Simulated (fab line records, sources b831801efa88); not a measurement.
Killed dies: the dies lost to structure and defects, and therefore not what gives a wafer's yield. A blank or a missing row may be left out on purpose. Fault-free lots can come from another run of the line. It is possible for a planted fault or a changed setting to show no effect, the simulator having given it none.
One fault seen from 2 desks    flow gf180mcu    every desk sees just its own numbers, and what lay behind them comes last

AT THE METROLOGY DESK
What the gauges read for every lot (on any tool): the sampled wafers with a number, averaged. Marked OUT: a lot whose mean sits more than 4 standard deviations from the usual mean, which makes it out of limits; the brackets give that distance.
Columns: A = V5_CVD_02_THK at GF_V5_THK_MEAS_03, usual 1445 nm
lot   first seen here  A
L155  day 26 05:47     1461
L156  day 26 15:57     1446
L158  day 27 08:34     1455
L162  day 28 17:07     1473
L163  day 29 08:28     1496
L169  day 30 15:16     1431
L172  day 31 13:15     1428
L173  day 31 17:04     1467
L175  day 32 05:03     1413
L176  day 32 11:53     1447
L177  day 32 16:52     1441
L178  day 33 06:55     1448
This desk's verdict: no lot among the 12 shows anything out of limits.

AT THE TOOL OWNER'S DESK: pecvd-01
The tool's own readings at GF_V5_CVD_02 (deposits SiO2 from TEOS, target thk 1450 nm, time 163.28 s): means of the sampled wafers that have a number, for each lot that ran on this tool. Marked OUT: a lot whose mean sits more than 4 standard deviations from the usual mean, which makes it out of limits; the brackets give that distance.
Columns: A = heater_power_outer_w at GF_V5_CVD_02, usual 361 W; B = heater_power_w at GF_V5_CVD_02, usual 636 W
lot   first seen here  A    B
L158  day 27 08:28     302  586
L162  day 28 17:01     289  536
L163  day 29 08:20     332  581
L177  day 32 16:45     332  579
L178  day 33 06:47     343  615
This desk's verdict: no lot among the 5 shows anything out of limits.

TAKEN TOGETHER
At the metrology desk, nothing out of limits was observed.
Nothing out of limits was seen by the tool owner's desk.

WHAT THE SIMULATOR HAD INSERTED
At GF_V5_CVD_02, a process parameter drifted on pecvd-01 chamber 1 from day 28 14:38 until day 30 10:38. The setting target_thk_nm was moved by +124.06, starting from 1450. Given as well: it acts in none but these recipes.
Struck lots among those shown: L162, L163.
